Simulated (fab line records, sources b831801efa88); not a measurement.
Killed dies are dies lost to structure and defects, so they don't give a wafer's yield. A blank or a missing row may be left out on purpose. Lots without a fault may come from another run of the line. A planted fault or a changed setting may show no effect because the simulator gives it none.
One fault seen from 2 desks | flow sky130 | each desk has only its own numbers; what lay behind them comes last

THE TOOL OWNER'S DESK: pecvd-03
The tool's own readings at SKY_CAPM_CVD_00 (deposits SiO2, target thk 15.5 nm): means of the sampled wafers that have a number, for each lot that ran on this tool. A lot is out of limits, marked OUT, if its mean lies more than 4 standard deviations from the usual mean; the brackets give that distance.
Columns: A = heater_power_w at SKY_CAPM_CVD_00, usual 767 W; B = rf_fwd_power_W at SKY_CAPM_CVD_00, usual 442.4 W
lot  | first seen here | A   | B
L510 | day 37 01:48    | 908 | 440.5
L517 | day 39 07:03    | 691 | 441.3
L529 | day 42 15:22    | 820 | 441.5
L530 | day 42 22:39    | 765 | 439.8
This desk's finding: nothing out of limits on any of the 4 lots.

THE METROLOGY DESK
What the gauges read, lot by lot, whatever tool the lot ran on: means of the sampled wafers that have a number. A lot is out of limits, marked OUT, if its mean lies more than 4 standard deviations from the usual mean; the brackets give that distance.
Columns: A = VIA2_W_RS at SKY_VIA2_RS_MEAS_22, usual 0.2725 ohm/sq; B = CAPM_CVD_00_THK at SKY_CAPM_THK_MEAS_01, usual 15.51 nm; C = CAPM_OVL at SKY_CAPM_OVL_MEAS_12, usual 0.9 nm
lot  | first seen here | A      | B     | C
L509 | day 36 12:08    | 0.2681 | 15.34 | -1.4
L508 | day 36 14:34    | 0.2675 | 15.46 | -0.0
L510 | day 37 01:10    | 0.2713 | 15.69 | 2.1
L513 | day 38 15:05    | 0.2741 | 15.56 | 2.7
L517 | day 39 06:07    | 0.2723 | 15.66 | -1.1
L521 | day 40 15:07    | 0.2753 | 15.57 | 1.5
L524 | day 41 07:14    | 0.2728 | 15.58 | 1.8
L526 | day 41 12:10    | 0.2717 | 15.72 | 2.1
L529 | day 42 14:47    | 0.2708 | 15.82 | 0.5
L530 | day 42 20:46    | 0.2719 | 15.95 | -1.3
L531 | day 43 02:31    | 0.2751 | 15.65 | -0.2
This desk's finding: nothing out of limits on any of the 11 lots.

PUT TOGETHER
The tool owner's desk saw nothing out of limits.
The metrology desk saw nothing out of limits.

WHAT THE SIMULATOR HAD PUT IN
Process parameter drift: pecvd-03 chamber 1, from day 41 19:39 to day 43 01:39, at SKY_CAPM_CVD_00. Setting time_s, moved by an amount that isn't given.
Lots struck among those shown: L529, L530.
